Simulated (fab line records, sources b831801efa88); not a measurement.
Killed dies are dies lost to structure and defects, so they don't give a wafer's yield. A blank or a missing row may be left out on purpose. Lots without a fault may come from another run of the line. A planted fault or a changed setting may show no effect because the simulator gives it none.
Chamber matching | flow gf180mcu | GF_STI_ETCH_14 on rie_si-02: 3 sister chambers
The step etches Si in HBr/Cl2/O2, target depth 360 nm, time 102.9 s. 16 wafers are shown with their chamber, then 5 later ones without.

WAFERS WITH THEIR CHAMBER
wafer  | chamber | drypump_motor_current_A (A) | oes_product_au (a.u.) | throttle_valve_pct (%)
L856.3 | 3       | 6.7                         | 1.007                 | 25.651
L856.4 | 0       | 5.7                         | 1.016                 | 25.659
L856.5 | 0       | 5.7                         | 1.002                 | 25.640
L857.2 | 0       | 5.7                         | 1.008                 | 25.656
L857.3 | 2       | 6.1                         | 1.004                 | 25.655
L857.4 | 3       | 6.6                         | 1.009                 | 25.655
L858.2 | 3       | 6.7                         | 0.998                 | 25.673
L858.4 | 0       | 5.6                         | 1.000                 | 25.655
L858.6 | 3       | 6.7                         | 1.002                 | 25.675
L859.1 | 2       | 6.1                         | 1.001                 | 25.653
L859.3 | 3       | 6.7                         | 1.001                 | 25.660
L859.5 | 2       | 6.1                         | 1.000                 | 25.654
L864.3 | 0       | 5.6                         | 1.026                 | 25.649
L864.4 | 3       | 6.7                         | 1.003                 | 25.640
L864.6 | 2       | 6.1                         | 1.002                 | 25.658
L874.1 | 0       | 5.7                         | 0.997                 | 25.652

SIGNATURES (means of the wafers above)
reading                 | chamber 0 | chamber 2 | chamber 3 | scatter within a chamber
drypump_motor_current_A | 5.667     | 6.100     | 6.683     | 0.0408
oes_product_au          | 1.00817   | 1.00175   | 1.00333   | 0.00733
throttle_valve_pct      | 25.65183  | 25.65500  | 25.65900  | 0.00934
Rule: a wafer's distance from a chamber is the root of the sum, over the readings, of the square of ((its reading less the chamber's mean) divided by the reading's scatter). The wafer belongs to the nearest chamber; if the next one is less than 2 further off, it can't be placed. The scatter: the root of (the sum of the squares of (reading less its chamber's mean) over the shown wafers, divided by (wafers less chambers)).

WAFERS WITHOUT THEIR CHAMBER
wafer  | drypump_motor_current_A (A) | oes_product_au (a.u.) | throttle_valve_pct (%)
L874.2 | 6.1                         | 1.014                 | 25.657
L878.1 | 5.6                         | 0.985                 | 25.659
L878.2 | 6.1                         | 0.998                 | 25.653
L879.1 | 6.1                         | 1.003                 | 25.664
L879.2 | 5.6                         | 1.008                 | 25.671

WHICH CHAMBER EACH WENT THROUGH
wafer  | from the rows above | in truth
L874.2 | 2                   | 2
L878.1 | 0                   | 0
L878.2 | 2                   | 2
L879.1 | 2                   | 2
L879.2 | 0                   | 0
Placed correctly: 5 of 5. Can't be placed from these rows: 0. Placed wrongly: 0.
